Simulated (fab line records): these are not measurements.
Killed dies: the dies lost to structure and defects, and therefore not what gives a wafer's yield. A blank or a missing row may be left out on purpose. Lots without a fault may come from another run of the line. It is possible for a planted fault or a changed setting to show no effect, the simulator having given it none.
One fault through the eyes of 2 desks ; flow gf180mcu ; each desk has only its own numbers; what lay behind them comes last

METROLOGY DESK
What the gauges read for every lot (on any tool): the sampled wafers with a number, averaged. Any lot whose mean is over 4 standard deviations away from the usual mean is out of limits and marked OUT; that distance is given in the brackets.
Columns: A = STI_OXIDATION_THK at GF_STI_THK_MEAS_02, usual 10.01 nm; B = STI_CVD_03_THK at GF_STI_THK_MEAS_04, usual 207.3 nm; C = STI_OXIDATION_01_THK at GF_STI_THK_MEAS_22, usual 15.0 nm; D = DNWELL_TW at GF_DNWELL_TW_MEAS_09, usual 1352
lot;first seen here;A;B;C;D
L957;day 1 11:31;10.18;206.6;14.3;1356
L958;day 1 17:19;9.66;208.0;14.9;1348
L959;day 2 00:04;9.66;207.3;15.1;31 (-99 or more) OUT
L960;day 2 02:37;9.90;205.4;14.9;31 (-99 or more) OUT
L961;day 2 07:31;9.75;207.9;14.9;31 (-99 or more) OUT
L965;day 3 04:07;10.38;210.0;15.5;1341
L969;day 3 23:44;10.21;206.2;14.3;1361
L970;day 4 04:31;10.08;208.2;15.2;1356
L972;day 4 15:40;10.17;208.4;15.5;1360
L974;day 5 00:31;10.25;204.5;15.4;1355
L975;day 5 05:32;10.04;206.4;15.3;1357
L976;day 5 10:51;9.95;210.5;14.7;1367
L978;day 5 20:31;10.31;208.0;15.2;1371
L979;day 6 03:40;9.83;206.3;15.1;1351
L980;day 6 07:57;9.93;203.0;14.7;1350
This desk's result: L959, L960, L961 out of limits, first on L959 (DNWELL_TW at GF_DNWELL_TW_MEAS_09), day 3 08:10. Within limits: L957, L958, L965, L969, L970, L972, L974, L975, L976, L978, L979, L980.

AT THE TOOL OWNER'S DESK: iline stepper-01
The tool's own readings at GF_DNWELL_EXPOSE_04 (exposes mask DNWELL, target cd 1700 nm): means of the sampled wafers that have a number, for each lot that ran on this tool. Any lot whose mean is over 4 standard deviations away from the usual mean is out of limits and marked OUT; that distance is given in the brackets.
Columns: A = exposure dose mJ cm2 at GF_DNWELL_EXPOSE_04, usual 260.04; B = focus offset nm at GF_DNWELL_EXPOSE_04, usual 0.0 nm; C = reticle temp C at GF_DNWELL_EXPOSE_04, usual 23.02 C
lot;first seen here;A;B;C
L958;day 2 17:52;260.04;0.6;22.93
L965;day 4 05:35;260.25;-0.3;23.11
L974;day 6 05:05;260.25;-0.1;22.98
L975;day 6 12:43;260.13;0.0;22.87
L976;day 6 18:41;259.91;0.1;23.01
Finding of this desk: none of the 5 lots has anything out of limits.

TAKEN TOGETHER
At day 3 08:10 the metrology desk could have sounded an alarm, on L959, L960, L961.
Nothing out of limits was seen by the tool owner's desk.
The tool owner's desk has no number on record for L959, L960, L961.
Every lot named ran GF_DNWELL_EXPOSE_04 on iline stepper-01.

WHAT THE SIMULATOR HAD INSERTED
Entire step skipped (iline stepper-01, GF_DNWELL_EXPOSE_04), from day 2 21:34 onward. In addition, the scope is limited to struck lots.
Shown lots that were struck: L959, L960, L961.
Per desk, hours elapsed from the start of the fault to the first reading out of limits: for the metrology desk, 11.
